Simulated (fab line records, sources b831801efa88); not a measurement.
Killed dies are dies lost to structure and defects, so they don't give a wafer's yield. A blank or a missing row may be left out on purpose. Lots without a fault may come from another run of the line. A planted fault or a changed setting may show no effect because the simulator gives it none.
fab line records | flow sfq_line
record lots=14 wafers=42 last_day=94
route steps=325 shown M5@205
lots that met no fault: from a run of the same line without faults
start_h: hours from the record's first day to the start of the lot's first wafer shown | wait_h: hours since the lot's step before | " the same as in the row above | L1.1+2: a row that stands for several wafers | - no value, or no start given | * or withheld: withheld | < > ~ a bound
route shown NAME@n: a module of which the file shows steps, and the number in the route of the first | usual: mean/standard deviation of fault-free wafers | same: alike in all rows | chamber/n: place in a boat | sites: the reading at each site | _std_site: their standard deviation | _edge_site: outer sites' mean less inner sites' | radius_mm: how far each site lies from the wafer's centre | mask NAME#n: copy n | behind: the tool/chamber that last shaped the wafer | hold: why the lot was held/for how many hours/how that ended | device: the transistor (n, p or np) that didn't switch | end of line: the same wafers' tests at the end of the route | a step without rows: its recipe alone | killed: dies lost to structure and defects at the first sort, not the wafer's yield | map: a wafer's dies, x killed, . not, _ none there
set.NAME: the setting as run; set.NAME@STEP: as run at that earlier step | model.NAME: the simulator's own value behind a step, which no gauge read
steps of the route over a sample of lots; a table a step, a row a wafer
services: from which hour (start_h, from the record's first day; less than 0 if before it) a tool's chamber was out of use, for how many hours, and why
## steps
# step SFQ_TRILAYER_M5_BARC_OPEN_METAL_ETCH_161
# recipe mask_material=PR chemistry=O2 target_depth_nm=125 target=BARC icp_w=600 bias_w=80 pressure_mtorr=10 time_s=41.7
# usual drypump_motor_current_A=6.2/0.37 oes_product_au=0.685/0.0044 run_length_s=69.7/0.38
# columns lot.wafer tool chamber start_h wait_h drypump_motor_current_A oes_product_au rf_hours_counter_h run_length_s
L551.2 rie_metal-04 1 1280.96 0.0 6.5 0.686 126 70.4
L551.5 " 1 " " 6.6 0.687 - 70.9
L551.6 " 0 " " 5.6 0.686 - 69.6
L552.3 rie_metal-03 1 1282.18 0.0 5.7 0.693 - 69.3
L552.5 " 0 " " 5.9 0.684 - 69.6
L552.6 " 1 " " 5.7 0.689 - 68.9
L553.2 rie_metal-01 1 1283.36 0.0 6.2 0.679 65 69.6
L553.3 " 1 " " 6.2 0.690 - 69.3
L553.4 " 0 " " 6.5 0.684 - 69.6
L554.2 rie_metal-04 0 1285.76 0.0 5.6 0.690 34 69.5
L554.3 " 1 " " 6.6 0.685 - 70.3
L554.5 " 1 " " 6.6 0.685 - 70.1
L555.3 rie_metal-03 0 1286.98 0.0 5.9 0.686 - 69.7
L555.5 " 1 " " 5.7 0.680 - 69.8
L555.6 " 0 " " 5.9 0.688 - 69.9
L556.2 rie_metal-04 0 1288.16 0.0 5.6 0.683 35 69.8
L556.3 " 1 " " 6.6 0.687 - 70.3
L556.5 " 1 " " 6.6 0.685 - 70.8
L557.1 rie_metal-01 1 1311.17 0.0 6.2 0.682 69 69.6
L557.5 " 1 " " 6.2 0.683 - 69.8
L557.6 " 1 " " 6.2 0.685 - 69.5
L562.4 rie_metal-01 1 1393.83 0.0 6.2 0.636 - 78.0
L562.5 " 0 " " 6.5 0.635 - 78.7
L562.6 " 1 " " 6.2 0.624 - 78.6
L563.1 rie_metal-01 1 1396.21 0.0 6.2 0.630 84 78.1
L563.2 " 0 " " 6.5 0.630 72 78.5
L563.5 " 1 " " 6.2 0.632 - 78.4
L566.2 rie_metal-04 1 1411.93 0.0 6.6 0.688 7 70.5
L566.4 " 1 " " 6.6 0.683 - 70.3
L566.6 " 1 " " 6.6 0.692 - 70.1
L571.1 rie_metal-04 0 1439.53 0.0 5.6 0.683 59 69.4
L571.2 " 1 " " 6.6 0.685 10 70.1
L571.3 " 1 " " 6.6 0.685 - 70.5
L572.1 rie_metal-01 1 1453.93 0.0 6.2 0.684 90 69.3
L572.2 " 0 " " 6.6 0.690 79 70.1
L572.4 " 1 " " 6.2 0.687 - 69.2
L573.1 rie_metal-04 0 1460.06 0.0 5.6 0.683 61 69.8
L573.5 " 1 " " 6.6 0.685 - 70.3
L573.6 " 0 " " 5.6 0.692 - 69.8
L574.1 rie_metal-04 1 1467.26 0.0 6.6 0.692 14 70.0
L574.4 " 1 " " 6.6 0.689 - 70.2
L574.5 " 1 " " 6.6 0.688 - 70.2
## services
# columns tool chamber start_h hours kind
rie_metal-03 1 1288.87 18.3 repair
rie_metal-01 0 1307.14 16.6 repair
rie_metal-01 - 1309.61 0.8 repair
rie_metal-04 1 1348.12 - clean
rie_metal-04 1 1348.12 - consumable_replace:focus_ring
rie_metal-04 1 1348.12 22.8 scheduled_down
rie_metal-04 1 1348.12 22.8 vent_cycle
## key
first_sign step=SFQ_TRILAYER_M5_BARC_OPEN_METAL_ETCH_161 reading=run_length_s direction=up sigmas=23 usual=* struck=*
effect step=SFQ_TRILAYER_M5_BARC_OPEN_METAL_ETCH_161 reading=oes_product_au direction=down sigmas=12 usual=0.685 struck=0.631
met_at SFQ_TRILAYER_M5_BARC_OPEN_METAL_ETCH_161
struck_lots L562,L563
onset_between 1311.17 1393.83
fault kind=process_parameter_drift tool=rie_metal-01 chamber=- onset_h=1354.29 steps=SFQ_TRILAYER_M5_BARC_OPEN_METAL_ETCH_161 channel=time_s offset=* shape=step end_h=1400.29 acts_in=* stated=*
